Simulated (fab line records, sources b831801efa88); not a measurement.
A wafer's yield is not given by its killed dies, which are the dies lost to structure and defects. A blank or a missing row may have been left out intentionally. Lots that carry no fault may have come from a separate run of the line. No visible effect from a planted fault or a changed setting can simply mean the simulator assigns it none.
2 desks, one fault / flow sky130 / what lay behind the numbers comes last; until then each desk has only its own

## AT THE TOOL OWNER'S DESK: cmp-01
The tool's own readings at SKY_VIA1_CMP_24 (polishes, stops on SiO2, t overpolish 15 s, target thk 0 nm): means of the sampled wafers that have a number, for each lot that ran on this tool. The brackets show how far a lot's mean lies from the usual mean; more than 4 standard deviations puts the lot out of limits, marked OUT.
Columns: A = head_pressure_psi at SKY_VIA1_CMP_24, usual 3.500 psi; B = motor_current_A at SKY_VIA1_CMP_24, usual 11.3 A; C = overpolish_run_s at SKY_VIA1_CMP_24, usual 15.000 s; D = platen_rpm at SKY_VIA1_CMP_24, usual 60.00 rpm; E = time_to_endpoint_s at SKY_VIA1_CMP_24, usual 66 s
lot=L963; first seen here=day 35 03:57; A=3.500; B=11.5; C=15.001; D=59.99; E=63
lot=L967; first seen here=day 36 05:22; A=3.501; B=11.7; C=14.993; D=59.99; E=66
lot=L976; first seen here=day 38 18:58; A=3.506; B=11.5; C=14.998; D=59.97; E=55
Result from this desk: across the 3 lots, nothing is out of limits.

## FROM THE METROLOGY DESK
What the gauges read for every lot (on any tool): the sampled wafers with a number, averaged. The brackets show how far a lot's mean lies from the usual mean; more than 4 standard deviations puts the lot out of limits, marked OUT. 7 of its 8 readings are shown, namely those furthest out on some lot.
Columns: A = cd_nm at SKY_VIA1_CD_MEAS_12, usual 149.6 nm; B = VIA1_W_RS at SKY_VIA1_RS_MEAS_22, usual 0.429 ohm/sq; C = VIA1_W_THK at SKY_VIA1_THK_MEAS_23, usual 264.2 nm; D = METAL2_ALCU_RS at SKY_METAL2_RS_MEAS_05, usual 0.1272 ohm/sq; E = METAL2_ALCU_THK at SKY_METAL2_THK_MEAS_06, usual 251 nm; F = cd_nm at SKY_METAL2_CD_MEAS_15, usual 139.8 nm; G = METAL2_OVL at SKY_METAL2_OVL_MEAS_16, usual -2 nm
lot=L963; first seen here=day 35 02:43; A=147.5; B=0.431; C=262.6; D=0.1284; E=247; F=137.9; G=-2
lot=L967; first seen here=day 36 04:06; A=148.6; B=0.430; C=264.6; D=0.1256; E=255; F=138.7; G=-2
lot=L976; first seen here=day 38 17:45; A=150.4; B=0.424; C=267.2; D=0.1277; E=250; F=141.5; G=-9
lot=L981; first seen here=day 40 18:03; A=149.0; B=0.431; C=260.5; D=0.1284; E=250; F=139.8; G=0
lot=L983; first seen here=day 41 01:28; A=150.4; B=0.431; C=263.2; D=0.1274; E=249; F=137.7; G=-9
Result from this desk: across the 5 lots, nothing is out of limits.

## BROUGHT TOGETHER
The tool owner's desk saw nothing out of limits.
Nothing out of limits was seen by the metrology desk.

## WHAT THE SIMULATOR PUT IN
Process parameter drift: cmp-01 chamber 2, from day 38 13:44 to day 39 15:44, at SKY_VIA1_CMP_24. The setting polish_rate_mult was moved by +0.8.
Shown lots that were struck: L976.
